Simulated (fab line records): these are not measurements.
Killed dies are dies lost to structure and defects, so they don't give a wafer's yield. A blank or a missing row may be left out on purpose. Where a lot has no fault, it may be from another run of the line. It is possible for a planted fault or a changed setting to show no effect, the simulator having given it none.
Which tool did it? :: flow sky130 :: route of 708 steps, sampled at 1 step: 13 lots, 39 wafers

WHAT THE GAUGES SHOWED, per wafer
SKY_METAL3_OVL_MEAS_14.
lot: L359
measured: day 39 14:10
on: overlay-01
METAL3_OVL (nm): 8 3 2

lot: L363
measured: day 39 22:07
on: overlay-02
METAL3_OVL (nm): -4 -6 -4

lot: L365
measured: day 40 16:49
on: overlay-02
METAL3_OVL (nm): -1 -9 -2

lot: L366
measured: day 40 18:58
on: overlay-01
METAL3_OVL (nm): 1 2 4

lot: L367
measured: day 41 01:16
on: overlay-01
METAL3_OVL (nm): -2 -7 -1

lot: L370
measured: day 41 11:01
on: overlay-02
METAL3_OVL (nm): -16 -18 -1

lot: L371
measured: day 42 02:58
on: overlay-02
METAL3_OVL (nm): -4 -9 -1

lot: L373
measured: day 42 08:37
on: overlay-02
METAL3_OVL (nm): -7 -3 -1

lot: L374
measured: day 42 15:32
on: overlay-02
METAL3_OVL (nm): -1 1 2

lot: L376
measured: day 43 11:07
on: overlay-02
METAL3_OVL (nm): -5 0 3

lot: L377
measured: day 44 02:10
on: overlay-02
METAL3_OVL (nm): -5 -10 -5

lot: L378
measured: day 44 04:01
on: overlay-01
METAL3_OVL (nm): 3 6 -4

lot: L381
measured: day 44 13:49
on: overlay-02
METAL3_OVL (nm): -6 -8 -6

WHAT TOOL EACH LOT RAN ON (gives the tool, then ch and the chambers of the sampled wafers, and finally the start)
Before these readings, the record contains no process step.

WHAT THE TOOLS THEMSELVES READ (means of the sampled wafers that have a number; where no wafer has one, the mark that the record gives instead)
The record holds no such reading with a usual standard deviation.

THE ANSWER, worked out from the rows above alone
Rule: what is usual is taken from the lots themselves. The widest of any qualifying gaps counts: lots, ordered by their means at a reading, are off when they make up no more than a third of the lots, leave a main group of 4 or more, and stand apart from it by 3 or more times the standard deviation of that group's means. The tables above print the reading to a certain number of digits; a main group whose means all agree to those digits is not used. A lot without any number at a reading at which 4 lots or more have one is off too. Where the step has rows for the other lots, those lots are counted as sound. After the gauges, taken in route order, come the tools' own readings; for these a lot's mean is taken, as printed above. The first step at which some lot is off is used, and at that step the reading that is off furthest; a lot without a number counts as furthest.
Nothing can be told from this: no lot is off at any reading shown.

WHAT THE SIMULATOR PUT IN
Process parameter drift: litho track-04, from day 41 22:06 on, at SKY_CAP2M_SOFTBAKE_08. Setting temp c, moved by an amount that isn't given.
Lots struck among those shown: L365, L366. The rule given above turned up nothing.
